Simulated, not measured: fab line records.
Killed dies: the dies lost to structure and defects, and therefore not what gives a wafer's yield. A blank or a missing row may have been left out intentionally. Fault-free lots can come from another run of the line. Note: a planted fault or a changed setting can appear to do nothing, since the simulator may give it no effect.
fab line records :: flow sky130
[record]
  lots = 4
  wafers = 12
  lastDay = 50
route steps=708 shown POLY_CUT@317 SD_P@320 RES_XHIGH@332 SD_N@342 PAD_OPEN@708
lots untouched by any fault: they come from a run of this same line in which no faults occurred
startH: start of the lot's first displayed wafer, in hours after the record's first day :: waitH: hours elapsed since this lot's preceding step :: " as in the row above :: L1.1+2: a single row standing in for several wafers :: - no value, or no start given :: * or withheld: withheld :: < > ~ a bound
route shown NAME@n: a module of which the file shows steps, and the number in the route of the first :: usual: average and standard deviation across the fault-free wafers :: same: alike in all rows :: chamber/n: place in a boat :: sites: each site's reading :: _std_site: the values' standard deviation :: _edge_site: the outer-site mean with the inner-site mean subtracted :: radiusMm: for every site, how far away it sits from the centre of the wafer :: mask NAME#n: copy n :: behind: tool/chamber where the wafer was last shaped :: hold: reason for holding the lot/hours on hold/outcome of the hold :: device: transistor that didn't switch, given as n, p or np :: end of line: tests of these same wafers at the route's end :: a step with no rows: only its recipe :: killed: dies lost to structure and defects at the first sort, not the wafer's yield :: map: a wafer's dies, marking killed ones x, the rest . and places with no die _
set.NAME: the setting as run; set.NAME@STEP: as run at that earlier step :: model.NAME: the simulator's own value behind a step, which no gauge read
lots at selected steps of the route; one table per step, one row per wafer
services: from which hour (startH, from the record's first day; less than 0 if before it) a tool's chamber was out of use, for how many hours, and why
[[steps]]
[step SKY_POLY_CUT_ETCH_10]
[recipe]
  chemistry = N2/H2
  target = BARC
  ionEnergyEv = 200
  sourceW = 500
  biasW = 100
  pressureMtorr = 30
  n2FlowSccm = 100
  h2FlowSccm = 200
  stopOn = SiO2
  timeS = 45.9
  targetDepthA = 600
[step SKY_POLY_CUT_ETCH_11]
[recipe]
  target = Si3N4
  chemistry = CF4/CH2F2/Ar
  stopOn = poly-Si
  sourceW = 600
  biasW = 150
  pressureMtorr = 40
  cf4FlowSccm = 40
  ch2f2FlowSccm = 20
  Ar_flow_sccm = 150
  timeS = 42.5
  targetDepthA = 600
[step SKY_POLY_CUT_STRIP_12]
[recipe]
  chemistry = O2/N2
  powerW = 1400
  pressureMtorr = 1500
  platenTempC = withheld
  o2FlowSccm = 3000
  n2FlowSccm = 300
  overashFraction = 0.5
[step SKY_SD_P_DEHYDRATE_00]
[recipe]
  tempC = 200
  timeS = 60
[step SKY_SD_P_HMDS_01]
[recipe]
  primeTimeS = 60
  primeTempC = 120
[step SKY_SD_P_COAT_02]
[recipe]
  resist = NOVOLAK
  spinRpm = 3000
  resistThkNm = 1140
[step SKY_SD_P_SOFTBAKE_03]
[recipe]
  tempC = 90
  timeS = 60
  resist = NOVOLAK
[step SKY_SD_P_EXPOSE_04]
[recipe]
  maskId = PSDM
  na = 0.6
  sourceShape = conventional
  sigmaOuter = 0.6
  polarization = unpolarized
  targetCdNm = 380
  doseMj = 138
[step SKY_SD_P_PEB_05]
[recipe]
  tempC = withheld
  timeS = *
  resist = NOVOLAK
[step SKY_SD_P_DEVELOP_06]
[recipe]
  resist = NOVOLAK
  developer = TMAH
  developTimeS = 60
  devTempC = 23.69
[step SKY_SD_P_IMPLANT_09]
[recipe]
  species = BF2
  energyKev = 20
  doseCm2 = 3e+15
  tiltDeg = 0
[usual]
  beamEnergyKeV = 20.001/0.0069
  beamOnS = 14.9/0.75
  doseIonsCm2 = 3e+15/3.2e+12
  faradayCurrentUA = 11065/530
lot.wafer: L281.1
tool: implanter-03
chamber: 0
startH: 672.95
waitH: 0.0
beamEnergyKeV: 20.006
beamOnS: 15.7
doseIonsCm2: 3e+15
faradayCurrentUA: 10437

lot.wafer: L281.3
tool: implanter-03
chamber: 0
startH: 672.95
waitH: 0.0
beamEnergyKeV: 19.989
beamOnS: 16.0
doseIonsCm2: 2.999e+15
faradayCurrentUA: 10272

lot.wafer: L281.4
tool: implanter-03
chamber: 0
startH: 672.95
waitH: 0.0
beamEnergyKeV: 19.989
beamOnS: 15.7
doseIonsCm2: 3.002e+15
faradayCurrentUA: 10486

lot.wafer: L286.1
tool: implanter-03
chamber: 0
startH: 707.20
waitH: 0.0
beamEnergyKeV: 19.995
beamOnS: 11.5
doseIonsCm2: 2.17e+15
faradayCurrentUA: 10362

lot.wafer: L286.4
tool: implanter-03
chamber: 0
startH: 707.20
waitH: 0.0
beamEnergyKeV: 19.997
beamOnS: 11.5
doseIonsCm2: 2.173e+15
faradayCurrentUA: 10268

lot.wafer: L286.6
tool: implanter-03
chamber: 0
startH: 707.20
waitH: 0.0
beamEnergyKeV: 20.005
beamOnS: 11.9
doseIonsCm2: 2.176e+15
faradayCurrentUA: 10018

lot.wafer: L285.4
tool: implanter-03
chamber: 0
startH: 709.32
waitH: 0.1
beamEnergyKeV: 19.987
beamOnS: 11.4
doseIonsCm2: 2.176e+15
faradayCurrentUA: 10421

lot.wafer: L285.5
tool: implanter-03
chamber: 0
startH: 709.32
waitH: 0.1
beamEnergyKeV: 20.003
beamOnS: 11.7
doseIonsCm2: 2.174e+15
faradayCurrentUA: 10209

lot.wafer: L285.6
tool: implanter-03
chamber: 0
startH: 709.32
waitH: 0.1
beamEnergyKeV: 19.997
beamOnS: 11.2
doseIonsCm2: 2.175e+15
faradayCurrentUA: 10565

lot.wafer: L294.1
tool: implanter-04
chamber: 0
startH: 769.80
waitH: 0.0
beamEnergyKeV: 19.988
beamOnS: 14.4
doseIonsCm2: 2.995e+15
faradayCurrentUA: 11411

lot.wafer: L294.2
tool: implanter-04
chamber: 0
startH: 769.80
waitH: 0.0
beamEnergyKeV: 19.998
beamOnS: 14.4
doseIonsCm2: 2.997e+15
faradayCurrentUA: 11376

lot.wafer: L294.6
tool: implanter-04
chamber: 0
startH: 769.80
waitH: 0.0
beamEnergyKeV: 19.986
beamOnS: 14.5
doseIonsCm2: 3.002e+15
faradayCurrentUA: 11267
[step SKY_SD_P_STRIP_10]
[recipe]
  chemistry = O2/N2
  powerW = 1400
  pressureMtorr = 1500
  platenTempC = withheld
  o2FlowSccm = 3000
  n2FlowSccm = 300
  overashFraction = 0.5
[usual]
  drypumpMotorCurrentA = 5.7/0.5
  oesProductAu = 0.617/0.0049
  stripTimeToEndpointS = 17.48/0.047
lot.wafer: L281.1
tool: plasmaAsher-03
chamber: 0
startH: 673.10
waitH: 0.1
drypumpMotorCurrentA: 5.8
oesProductAu: 0.615
rfHoursCounterH: 24
stripTimeToEndpointS: 17.45

lot.wafer: L281.3
tool: plasmaAsher-03
chamber: 0
startH: 673.10
waitH: 0.1
drypumpMotorCurrentA: 5.8
oesProductAu: 0.618
rfHoursCounterH: -
stripTimeToEndpointS: 17.49

lot.wafer: L281.4
tool: plasmaAsher-03
chamber: 1
startH: 673.10
waitH: 0.1
drypumpMotorCurrentA: 6.2
oesProductAu: 0.618
rfHoursCounterH: -
stripTimeToEndpointS: 17.42

lot.wafer: L286.1
tool: plasmaAsher-03
chamber: 1
startH: 707.35
waitH: 0.1
drypumpMotorCurrentA: 6.2
oesProductAu: 0.633
rfHoursCounterH: 27
stripTimeToEndpointS: 16.86

lot.wafer: L286.4
tool: plasmaAsher-03
chamber: 1
startH: 707.35
waitH: 0.1
drypumpMotorCurrentA: 6.2
oesProductAu: 0.633
rfHoursCounterH: -
stripTimeToEndpointS: 16.93

lot.wafer: L286.6
tool: plasmaAsher-03
chamber: 1
startH: 707.35
waitH: 0.1
drypumpMotorCurrentA: 6.2
oesProductAu: 0.630
rfHoursCounterH: -
stripTimeToEndpointS: 16.84

lot.wafer: L285.4
tool: plasmaAsher-02
chamber: 1
startH: 709.43
waitH: 0.1
drypumpMotorCurrentA: 4.8
oesProductAu: 0.635
rfHoursCounterH: -
stripTimeToEndpointS: 16.80

lot.wafer: L285.5
tool: plasmaAsher-02
chamber: 1
startH: 709.43
waitH: 0.1
drypumpMotorCurrentA: 4.8
oesProductAu: 0.633
rfHoursCounterH: -
stripTimeToEndpointS: 16.88

lot.wafer: L285.6
tool: plasmaAsher-02
chamber: 0
startH: 709.43
waitH: 0.1
drypumpMotorCurrentA: 6.1
oesProductAu: 0.627
rfHoursCounterH: -
stripTimeToEndpointS: 16.89

lot.wafer: L294.1
tool: plasmaAsher-04
chamber: 1
startH: 769.95
waitH: 0.1
drypumpMotorCurrentA: 5.7
oesProductAu: 0.614
rfHoursCounterH: 64
stripTimeToEndpointS: 17.47

lot.wafer: L294.2
tool: plasmaAsher-04
chamber: 0
startH: 769.95
waitH: 0.1
drypumpMotorCurrentA: 5.8
oesProductAu: 0.612
rfHoursCounterH: 64
stripTimeToEndpointS: 17.42

lot.wafer: L294.6
tool: plasmaAsher-04
chamber: 1
startH: 769.95
waitH: 0.1
drypumpMotorCurrentA: 5.7
oesProductAu: 0.612
rfHoursCounterH: -
stripTimeToEndpointS: 17.42
[step SKY_SD_P_TW_MEAS_11]
[usual]
  SD_P_TW = 2822/15
lot.wafer: L281.1
tool: filmMetro-01
chamber: -
startH: 673.20
waitH: 0.1
SD_P_TW: 2822

lot.wafer: L281.3
tool: filmMetro-01
chamber: -
startH: 673.20
waitH: 0.1
SD_P_TW: 2819

lot.wafer: L281.4
tool: filmMetro-01
chamber: -
startH: 673.20
waitH: 0.1
SD_P_TW: 2803

lot.wafer: L286.1
tool: filmMetro-01
chamber: -
startH: 707.45
waitH: 0.1
SD_P_TW: 2639

lot.wafer: L286.4
tool: filmMetro-01
chamber: -
startH: 707.45
waitH: 0.1
SD_P_TW: 2640

lot.wafer: L286.6
tool: filmMetro-01
chamber: -
startH: 707.45
waitH: 0.1
SD_P_TW: 2625

lot.wafer: L285.4
tool: filmMetro-01
chamber: -
startH: 709.53
waitH: 0.1
SD_P_TW: 2636

lot.wafer: L285.5
tool: filmMetro-01
chamber: -
startH: 709.53
waitH: 0.1
SD_P_TW: 2659

lot.wafer: L285.6
tool: filmMetro-01
chamber: -
startH: 709.53
waitH: 0.1
SD_P_TW: 2615

lot.wafer: L294.1
tool: filmMetro-01
chamber: -
startH: 770.05
waitH: 0.1
SD_P_TW: 2822

lot.wafer: L294.2
tool: filmMetro-01
chamber: -
startH: 770.05
waitH: 0.1
SD_P_TW: 2820

lot.wafer: L294.6
tool: filmMetro-01
chamber: -
startH: 770.05
waitH: 0.1
SD_P_TW: 2824
[step SKY_RES_XHIGH_DEHYDRATE_00]
[recipe]
  tempC = 200
  timeS = 60
[step SKY_RES_XHIGH_HMDS_01]
[recipe]
  primeTimeS = 60
  primeTempC = 120
[step SKY_RES_XHIGH_COAT_02]
[recipe]
  resist = NOVOLAK
  spinRpm = 3000
  resistThkNm = 1140
[step SKY_RES_XHIGH_SOFTBAKE_03]
[recipe]
  tempC = 90
  timeS = 60
  resist = NOVOLAK
[step SKY_RES_XHIGH_EXPOSE_04]
[recipe]
  maskId = URPM
  na = 0.6
  sourceShape = conventional
  sigmaOuter = 0.6
  polarization = unpolarized
  targetCdNm = 1270
  doseMj = 140
[step SKY_RES_XHIGH_PEB_05]
[recipe]
  tempC = withheld
  timeS = *
  resist = NOVOLAK
[step SKY_RES_XHIGH_DEVELOP_06]
[recipe]
  resist = NOVOLAK
  developer = TMAH
  developTimeS = 60
  devTempC = 23
[step SKY_RES_XHIGH_IMPLANT_07]
[recipe]
  species = BF2
  energyKev = 20
  doseCm2 = 3.6e+14
  tiltDeg = 0
[step SKY_RES_XHIGH_STRIP_08]
[recipe]
  chemistry = O2/N2
  powerW = 1400
  pressureMtorr = 1500
  platenTempC = withheld
  o2FlowSccm = 3000
  n2FlowSccm = 300
  overashFraction = 0.5
[step SKY_SD_N_DEHYDRATE_00]
[recipe]
  tempC = 200
  timeS = 60
[step SKY_SD_N_HMDS_01]
[recipe]
  primeTimeS = 60
  primeTempC = 120
[step SKY_SD_N_COAT_02]
[recipe]
  resist = NOVOLAK
  spinRpm = 3000
  resistThkNm = 1140
[step SKY_SD_N_SOFTBAKE_03]
[recipe]
  tempC = 90
  timeS = 60
  resist = NOVOLAK
[step SKY_SD_N_EXPOSE_04]
[recipe]
  maskId = NSDM
  na = 0.6
  sourceShape = conventional
  sigmaOuter = 0.6
  polarization = unpolarized
  targetCdNm = 380
  doseMj = 141
[step SKY_SD_N_PEB_05]
[recipe]
  tempC = withheld
  timeS = *
  resist = NOVOLAK
[step SKY_SD_N_DEVELOP_06]
[recipe]
  resist = NOVOLAK
  developer = TMAH
  developTimeS = 60
  devTempC = 21.99
[step SKY_SD_N_IMPLANT_09]
[recipe]
  species = As
  energyKev = 50
  doseCm2 = 4e+15
  tiltDeg = 0
[step SKY_SD_N_IMPLANT_10]
[recipe]
  species = P
  energyKev = 20
  doseCm2 = 1e+14
  tiltDeg = 0
[step SKY_SD_N_STRIP_11]
[recipe]
  chemistry = O2/N2
  powerW = 1400
  pressureMtorr = 1500
  platenTempC = withheld
  o2FlowSccm = 3000
  n2FlowSccm = 300
  overashFraction = 0.5
[step SKY_SD_N_CLEAN_13]
[recipe]
  chemistry = SC1/SC2
  mix = 1:4:20
  tempC = 70
  timeS = 150
  dry = n2Spin
[step SKY_SD_N_RTA_14]
[recipe]
  tempC = 1075
  timeS = 2
  idleTempC = 650
  rampUpCPerS = 150
  rampDownCPerS = 90
  ambient = N2
[step SKY_SD_N_RS_MEAS_17]
[recipe]
  thkMeasGauge = four-point-probe
[usual]
  SD_P_RS = 147.1/0.37
lot.wafer: L281.1
tool: filmMetro-03
chamber: -
startH: 729.36
waitH: 0.1
SD_P_RS[ohm/sq]: 146.4

lot.wafer: L281.3
tool: filmMetro-03
chamber: -
startH: 729.36
waitH: 0.1
SD_P_RS[ohm/sq]: 146.8

lot.wafer: L281.4
tool: filmMetro-03
chamber: -
startH: 729.36
waitH: 0.1
SD_P_RS[ohm/sq]: 146.9

lot.wafer: L286.1
tool: filmMetro-02
chamber: -
startH: 762.35
waitH: 0.1
SD_P_RS[ohm/sq]: 152.3

lot.wafer: L286.4
tool: filmMetro-02
chamber: -
startH: 762.35
waitH: 0.1
SD_P_RS[ohm/sq]: 152.0

lot.wafer: L286.6
tool: filmMetro-02
chamber: -
startH: 762.35
waitH: 0.1
SD_P_RS[ohm/sq]: 152.2

lot.wafer: L285.4
tool: filmMetro-02
chamber: -
startH: 764.50
waitH: 0.1
SD_P_RS[ohm/sq]: 152.4

lot.wafer: L285.5
tool: filmMetro-02
chamber: -
startH: 764.50
waitH: 0.1
SD_P_RS[ohm/sq]: 152.3

lot.wafer: L285.6
tool: filmMetro-02
chamber: -
startH: 764.50
waitH: 0.1
SD_P_RS[ohm/sq]: 152.4

lot.wafer: L294.1
tool: filmMetro-01
chamber: -
startH: 824.02
waitH: 0.1
SD_P_RS[ohm/sq]: 147.0

lot.wafer: L294.2
tool: filmMetro-01
chamber: -
startH: 824.02
waitH: 0.1
SD_P_RS[ohm/sq]: 147.0

lot.wafer: L294.6
tool: filmMetro-01
chamber: -
startH: 824.02
waitH: 0.1
SD_P_RS[ohm/sq]: 147.3
[step SKY_PAD_OPEN_PROBE_99]
[usual]
  killed_at_M0_to_M3 = 42/6.4
  killed_at_M4_up = 2.9/1.7
  killedAtContacts = 25/5.2
  killedAtFrontEnd = 16/4.4
  killedAtOther = 0.4/0.65
  killedDies = 86/9.2
  killedOpen = 47/6.6
  killedShort = 39/5.8
[same]
  grossDies = 492
  killedAtBackSide = 0
lot.wafer: L281.1
tool: prober-02
chamber: -
startH: 1136.96
waitH: 0.1
killed_at_M0_to_M3: 35
killed_at_M4_up: 4
killedAtContacts: 31
killedAtFrontEnd: 21
killedAtOther: 0
killedDies: 91
killedOpen: 58
killedShort: 32
model.etest.liconHighPo.rcOhm: 352.1
model.etest.resHighPo.lineOhmUm: 754.4
model.etest.resPdiff.lineOhmUm: 1374
model.etest.pfet_01v8.rOnOhmUm: 2902
model.etest.resHighPo.rsOhmSq: 257.6
model.etest.liconPdiff.rcOhm: 623.4
model.etest.resPdiffHv.rsOhmSq: 191.1
model.etest.resPdiff.rsOhmSq: 196.1

lot.wafer: L281.3
tool: prober-02
chamber: -
startH: 1137.06
waitH: 0.2
killed_at_M0_to_M3: 41
killed_at_M4_up: 4
killedAtContacts: 29
killedAtFrontEnd: 22
killedAtOther: 0
killedDies: 96
killedOpen: 49
killedShort: 46
model.etest.liconHighPo.rcOhm: 363
model.etest.resHighPo.lineOhmUm: 753.3
model.etest.resPdiff.lineOhmUm: 1402
model.etest.pfet_01v8.rOnOhmUm: 2924
model.etest.resHighPo.rsOhmSq: 260.7
model.etest.liconPdiff.rcOhm: 611
model.etest.resPdiffHv.rsOhmSq: 189
model.etest.resPdiff.rsOhmSq: 197.2

lot.wafer: L281.4
tool: prober-02
chamber: -
startH: 1137.11
waitH: 0.2
killed_at_M0_to_M3: 31
killed_at_M4_up: 1
killedAtContacts: 25
killedAtFrontEnd: 18
killedAtOther: 1
killedDies: 76
killedOpen: 36
killedShort: 38
model.etest.liconHighPo.rcOhm: 361.3
model.etest.resHighPo.lineOhmUm: 741.3
model.etest.resPdiff.lineOhmUm: 1406
model.etest.pfet_01v8.rOnOhmUm: 2922
model.etest.resHighPo.rsOhmSq: 257.3
model.etest.liconPdiff.rcOhm: 593.4
model.etest.resPdiffHv.rsOhmSq: 190.6
model.etest.resPdiff.rsOhmSq: 196.2

lot.wafer: L286.1
tool: prober-02
chamber: -
startH: 1155.88
waitH: 0.1
killed_at_M0_to_M3: 36
killed_at_M4_up: 3
killedAtContacts: 20
killedAtFrontEnd: 18
killedAtOther: 0
killedDies: 77
killedOpen: 41
killedShort: 36
model.etest.liconHighPo.rcOhm: 576.9
model.etest.resHighPo.lineOhmUm: 984
model.etest.resPdiff.lineOhmUm: 1438
model.etest.pfet_01v8.rOnOhmUm: 3051
model.etest.resHighPo.rsOhmSq: 338
model.etest.liconPdiff.rcOhm: 655.4
model.etest.resPdiffHv.rsOhmSq: 209.6
model.etest.resPdiff.rsOhmSq: 215.7

lot.wafer: L286.4
tool: prober-02
chamber: -
startH: 1156.03
waitH: 0.2
killed_at_M0_to_M3: 48
killed_at_M4_up: 2
killedAtContacts: 22
killedAtFrontEnd: 16
killedAtOther: 1
killedDies: 89
killedOpen: 46
killedShort: 41
model.etest.liconHighPo.rcOhm: 554
model.etest.resHighPo.lineOhmUm: 975.2
model.etest.resPdiff.lineOhmUm: 1511
model.etest.pfet_01v8.rOnOhmUm: 3073
model.etest.resHighPo.rsOhmSq: 337.6
model.etest.liconPdiff.rcOhm: 644.7
model.etest.resPdiffHv.rsOhmSq: 208.9
model.etest.resPdiff.rsOhmSq: 217.4

lot.wafer: L286.6
tool: prober-02
chamber: -
startH: 1156.13
waitH: 0.2
killed_at_M0_to_M3: 33
killed_at_M4_up: 5
killedAtContacts: 22
killedAtFrontEnd: 12
killedAtOther: 1
killedDies: 73
killedOpen: 39
killedShort: 33
model.etest.liconHighPo.rcOhm: 586.1
model.etest.resHighPo.lineOhmUm: 954.5
model.etest.resPdiff.lineOhmUm: 1495
model.etest.pfet_01v8.rOnOhmUm: 3072
model.etest.resHighPo.rsOhmSq: 337.9
model.etest.liconPdiff.rcOhm: 663.1
model.etest.resPdiffHv.rsOhmSq: 209.1
model.etest.resPdiff.rsOhmSq: 216.5

lot.wafer: L285.4
tool: prober-01
chamber: -
startH: 1159.12
waitH: 0.2
killed_at_M0_to_M3: 47
killed_at_M4_up: 1
killedAtContacts: 28
killedAtFrontEnd: 19
killedAtOther: 2
killedDies: 97
killedOpen: 47
killedShort: 49
model.etest.liconHighPo.rcOhm: 605.4
model.etest.resHighPo.lineOhmUm: 972.1
model.etest.resPdiff.lineOhmUm: 1547
model.etest.pfet_01v8.rOnOhmUm: 2970
model.etest.resHighPo.rsOhmSq: 336.6
model.etest.liconPdiff.rcOhm: 689.7
model.etest.resPdiffHv.rsOhmSq: 217.7
model.etest.resPdiff.rsOhmSq: 222

lot.wafer: L285.5
tool: prober-01
chamber: -
startH: 1159.17
waitH: 0.2
killed_at_M0_to_M3: 46
killed_at_M4_up: 0
killedAtContacts: 30
killedAtFrontEnd: 6
killedAtOther: 0
killedDies: 82
killedOpen: 47
killedShort: 34
model.etest.liconHighPo.rcOhm: 609.5
model.etest.resHighPo.lineOhmUm: 974.7
model.etest.resPdiff.lineOhmUm: 1553
model.etest.pfet_01v8.rOnOhmUm: 3034
model.etest.resHighPo.rsOhmSq: 340.3
model.etest.liconPdiff.rcOhm: 659
model.etest.resPdiffHv.rsOhmSq: 217
model.etest.resPdiff.rsOhmSq: 223.3

lot.wafer: L285.6
tool: prober-01
chamber: -
startH: 1159.22
waitH: 0.2
killed_at_M0_to_M3: 46
killed_at_M4_up: 5
killedAtContacts: 24
killedAtFrontEnd: 20
killedAtOther: 0
killedDies: 95
killedOpen: 47
killedShort: 47
model.etest.liconHighPo.rcOhm: 581.9
model.etest.resHighPo.lineOhmUm: 964.4
model.etest.resPdiff.lineOhmUm: 1563
model.etest.pfet_01v8.rOnOhmUm: 3087
model.etest.resHighPo.rsOhmSq: 342
model.etest.liconPdiff.rcOhm: 667.2
model.etest.resPdiffHv.rsOhmSq: 219.1
model.etest.resPdiff.rsOhmSq: 223.2

lot.wafer: L294.1
tool: prober-02
chamber: -
startH: 1198.12
waitH: 0.1
killed_at_M0_to_M3: 46
killed_at_M4_up: 4
killedAtContacts: 24
killedAtFrontEnd: 19
killedAtOther: 0
killedDies: 93
killedOpen: 50
killedShort: 42
model.etest.liconHighPo.rcOhm: 370.6
model.etest.resHighPo.lineOhmUm: 738.8
model.etest.resPdiff.lineOhmUm: 1344
model.etest.pfet_01v8.rOnOhmUm: 2908
model.etest.resHighPo.rsOhmSq: 256.1
model.etest.liconPdiff.rcOhm: 607.6
model.etest.resPdiffHv.rsOhmSq: 190.6
model.etest.resPdiff.rsOhmSq: 195.2

lot.wafer: L294.2
tool: prober-02
chamber: -
startH: 1198.17
waitH: 0.1
killed_at_M0_to_M3: 46
killed_at_M4_up: 2
killedAtContacts: 27
killedAtFrontEnd: 27
killedAtOther: 1
killedDies: 103
killedOpen: 48
killedShort: 51
model.etest.liconHighPo.rcOhm: 351
model.etest.resHighPo.lineOhmUm: 742.9
model.etest.resPdiff.lineOhmUm: 1348
model.etest.pfet_01v8.rOnOhmUm: 2812
model.etest.resHighPo.rsOhmSq: 256.9
model.etest.liconPdiff.rcOhm: 572.3
model.etest.resPdiffHv.rsOhmSq: 191.1
model.etest.resPdiff.rsOhmSq: 196.1

lot.wafer: L294.6
tool: prober-02
chamber: -
startH: 1198.37
waitH: 0.2
killed_at_M0_to_M3: 39
killed_at_M4_up: 6
killedAtContacts: 18
killedAtFrontEnd: 25
killedAtOther: 0
killedDies: 88
killedOpen: 55
killedShort: 33
model.etest.liconHighPo.rcOhm: 348
model.etest.resHighPo.lineOhmUm: 737.7
model.etest.resPdiff.lineOhmUm: 1351
model.etest.pfet_01v8.rOnOhmUm: 2853
model.etest.resHighPo.rsOhmSq: 262.1
model.etest.liconPdiff.rcOhm: 583.6
model.etest.resPdiffHv.rsOhmSq: 193.9
model.etest.resPdiff.rsOhmSq: 197.6
// killed by level:class
L281.1 CONTACT:geometricParticle:open=15 VIA1:geometricParticle:open=9 VIA3:geometricParticle:open=8 CONTACT:geometricParticle:short=7 POLY_GATE:geometricParticle:open=5 LI_CONTACT:geometricParticle:open=5 VIA2:geometricParticle:open=5 POLY_CUT:geometricParticle:short=4
L281.3 CONTACT:geometricParticle:open=13 VIA3:geometricParticle:open=8 LI_CONTACT:geometricParticle:open=6 LOCAL_INTERCONNECT:geometricParticle:short=6 METAL2:geometricParticle:short=6 FIELD_ISO:geometricParticle:open=5 POLY_GATE:geometricParticle:short=5 VIA1:geometricParticle:open=5
L281.4 VIA1:geometricParticle:open=8 VIA2:geometricParticle:open=7 CONTACT:geometricParticle:open=7 CONTACT:geometricParticle:short=6 FIELD_ISO:geometricParticle:short=5 LI_CONTACT:geometricParticle:short=5 LOCAL_INTERCONNECT:geometricParticle:short=5 FIELD_ISO:geometricParticle:open=4
L286.1 CONTACT:geometricParticle:open=8 CONTACT:geometricParticle:short=7 VIA1:geometricParticle:open=7 VIA2:geometricParticle:open=6 FIELD_ISO:geometricParticle:short=5 POLY_GATE:geometricParticle:open=5 VIA3:geometricParticle:open=4 METAL3:geometricParticle:short=4
L286.4 VIA1:geometricParticle:open=12 CONTACT:geometricParticle:open=10 VIA2:geometricParticle:open=9 METAL1:geometricParticle:short=6 FIELD_ISO:geometricParticle:short=5 VIA1:geometricParticle:short=5 VIA2:geometricParticle:short=5 LI_CONTACT:geometricParticle:open=4
L286.6 CONTACT:geometricParticle:open=9 VIA2:geometricParticle:open=8 METAL1:geometricParticle:short=7 CONTACT:geometricParticle:short=5 VIA3:geometricParticle:open=5 LOCAL_INTERCONNECT:geometricParticle:short=4 VIA1:geometricParticle:open=4 POLY_GATE:geometricParticle:open=3
L285.4 VIA3:geometricParticle:open=9 VIA2:geometricParticle:open=8 CONTACT:geometricParticle:open=7 LI_CONTACT:geometricParticle:short=6 LOCAL_INTERCONNECT:geometricParticle:short=6 METAL2:geometricParticle:short=6 VIA1:geometricParticle:open=6 FIELD_ISO:geometricParticle:open=5
L285.5 LI_CONTACT:geometricParticle:open=12 VIA1:geometricParticle:open=12 VIA3:geometricParticle:open=10 METAL2:geometricParticle:short=6 CONTACT:geometricParticle:open=6 CONTACT:geometricParticle:short=6 METAL1:geometricParticle:short=4 LI_CONTACT:geometricParticle:short=3
L285.6 VIA1:geometricParticle:open=10 LI_CONTACT:geometricParticle:open=10 POLY_GATE:geometricParticle:short=6 CONTACT:geometricParticle:open=6 METAL1:geometricParticle:short=6 VIA1:geometricParticle:short=5 METAL2:geometricParticle:short=5 VIA3:geometricParticle:open=5
L294.1 VIA1:geometricParticle:open=15 FIELD_ISO:geometricParticle:short=8 LI_CONTACT:geometricParticle:open=8 CONTACT:geometricParticle:open=7 CONTACT:geometricParticle:short=6 VIA3:geometricParticle:open=6 FIELD_ISO:geometricParticle:open=4 METAL1:geometricParticle:short=4
L294.2 VIA1:geometricParticle:open=11 METAL1:geometricParticle:short=9 CONTACT:geometricParticle:open=8 LI_CONTACT:geometricParticle:open=6 CONTACT:geometricParticle:short=6 VIA3:geometricParticle:open=6 FIELD_ISO:geometricParticle:short=5 POLY_GATE:geometricParticle:short=5
L294.6 CONTACT:geometricParticle:open=9 VIA1:geometricParticle:open=9 FIELD_ISO:geometricParticle:open=7 POLY_GATE:geometricParticle:open=7 VIA3:geometricParticle:open=6 FIELD_ISO:geometricParticle:short=5 LI_CONTACT:geometricParticle:open=4 METAL1:geometricParticle:short=4
[[services]]
tool: plasmaAsher-02
chamber: -
startH: 667.72
hours: 3.0
kind: repair

tool: implanter-04
chamber: -
startH: 696.72
hours: 2.1
kind: repair

tool: implanter-03
chamber: -
startH: 697.31
hours: 5.4
kind: repair

tool: implanter-04
chamber: -
startH: 754.95
hours: 1.0
kind: repair
[[key]]
[firstSign]
  step = SKY_SD_P_IMPLANT_09
  reading = doseIonsCm2
  direction = down
  sigmas = 99+
  usual = *
  struck = *
[effect]
  step = SKY_SD_P_IMPLANT_09
  reading = beamOnS
  direction = down
  sigmas = 4.5
  usual = 14.9
  struck = 11.5
[effect]
  step = SKY_SD_P_STRIP_10
  reading = stripTimeToEndpointS
  direction = down
  sigmas = 13
  usual = *
  struck = *
[effect]
  step = SKY_SD_P_TW_MEAS_11
  reading = SD_P_TW
  direction = down
  sigmas = 13
  usual = 2822
  struck = 2636
[effect]
  step = SKY_SD_N_RS_MEAS_17
  reading = SD_P_RS
  direction = up
  sigmas = 14
  usual = 147.1
  struck = 152.3
[modelEffect]
  step = SKY_PAD_OPEN_PROBE_99
  value = etest.liconHighPo.rcOhm
  without = 360.1
  struck = 585.6
metAt SKY_SD_P_IMPLANT_09
struckWafers L285.4,L285.5,L285.6,L286.1,L286.4,L286.6
testerLeftOut L285,L286
onsetBetween 672.95 707.20
[fault]
  kind = processParameterDrift
  tool = implanter-03
  chamber = -
  onsetH = 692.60
  steps = SKY_SD_P_IMPLANT_09
  channel = doseCm2
  offset = *
  shape = step
  endH = 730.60
  actsIn = *
  stated = *
// testerLeftOut: of these lots the tester's yield and bins aren't shown, on N5 and GAA mostly nor the transistor test; their killed dies are dies lost to structure and defects alone, not to doping, threshold or leakage, so they don't give the yield
